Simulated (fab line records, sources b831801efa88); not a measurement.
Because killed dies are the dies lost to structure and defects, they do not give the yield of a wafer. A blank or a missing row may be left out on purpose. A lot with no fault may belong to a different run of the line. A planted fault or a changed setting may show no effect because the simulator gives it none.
Code-filled problem report in 8D (eight disciplines) form    flow sky130    the parts of the form that need people (team, actions taken, sign-off) are left out

== 1. THE ISSUE ==
Wafers free of any fault read 1182 nm (standard deviation 10) for VIA2_HDPCVD_THK at SKY_VIA2_THK_MEAS_01, against a mean of 892 nm on 3 wafers of 2 lots. Relative to the usual mean, that is a shift of -29 standard deviations.
Earliest sighting: wafer L471.2 on film metro-03 at day 35 21:11. The record has a number at this step for 31 wafers belonging to 11 lots. Rule for "out" (also "out of limits"): further than 4 standard deviations from the usual mean. The rest of the wafers with a number are treated as sound.

== 2. WHAT THIS IS AND IS NOT ==
question                     is                      is not
which readings at this step  VIA2_HDPCVD_THK         -
which lots                   L471, L472              L473, L480, L481, L482, L484, L485, L486, L488, L491
which wafers of those lots   L471.2, L472.2, L472.6  L471.4
read on which gauges         film metro-03           film metro-02, film metro-04
when                         from day 35 21:11       up to then (1 sound wafer); but 27 sound wafers of L473, L480, L481, L482, L484, L485, L486, L488, L491 came after

== 3. SUSPECTS, AND WHAT RULES EACH OUT ==
Counting: any tool at a process step up to the reading remains a suspect provided it ran every lot that is out. Sound lots after the first of them don't rule it out here, since some wafers of a struck lot are sound.
- the gauge at SKY_VIA2_THK_MEAS_01: kept. All the wafers that are out were read on film metro-03, and no step on other tools shows them out.
- cmp-01 at SKY_VIA1_CMP_24 (polishes, stops on SiO2, t overpolish 15 s, target thk 0 nm): kept. It ran every lot that is out, first L471 (day 34 17:49).
- hdpcvd-02 at SKY_VIA2_HDPCVD_00 (deposits SiO2, target thk 1180 nm, time 196.7 s): kept. It ran every lot that is out, first L471 (day 35 21:03).
Still standing after the count: cmp-01 at SKY_VIA1_CMP_24, hdpcvd-02 at SKY_VIA2_HDPCVD_00, film metro-03 at SKY_VIA2_THK_MEAS_01.

== 4. THE CAUSE (what the simulator had put in) ==
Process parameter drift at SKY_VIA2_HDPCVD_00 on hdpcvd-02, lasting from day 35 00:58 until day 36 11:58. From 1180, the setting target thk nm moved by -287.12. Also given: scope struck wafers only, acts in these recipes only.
After counting, 3 suspects remain, this tool included.

== 5. THE EFFECT CHAIN, in route order ==
Each row: a reading whose mean over the struck wafers that have a number lies more than 3 standard deviations from the usual. Readings are gone through only where the record gives a usual standard deviation; hours: the median, over the lots, of the time from a lot's start at the first step in this table giving one to that lot's start at this step; sigmas: the change measured in usual standard deviations.
hours  step                  reading          usual    on struck wafers  change  sigmas
0      SKY_VIA2_THK_MEAS_01  VIA2_HDPCVD_THK  1182 nm  892               -290    -29
At these later measuring or inspecting steps, every struck wafer for which the step has a row has a number for every such reading, and none has moved that far: SKY_VIA2_BOW_MEAS_03.

== 6. HOW IT WOULD HAVE BEEN CAUGHT EARLIER ==
In this record the first reading out of limits at a measuring or inspecting step was taken at day 35 21:11, 20 hours after the fault began at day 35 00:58.
Tool readings at SKY_VIA2_HDPCVD_00 with a usual standard deviation given in the record: none out on any struck wafer, hence no alarm at a limit of 4 standard deviations on them.
Lots out: 2; of these, L472 started SKY_VIA2_HDPCVD_00 on hdpcvd-02 after day 35 21:11. Holding the tool at that time would have saved it.
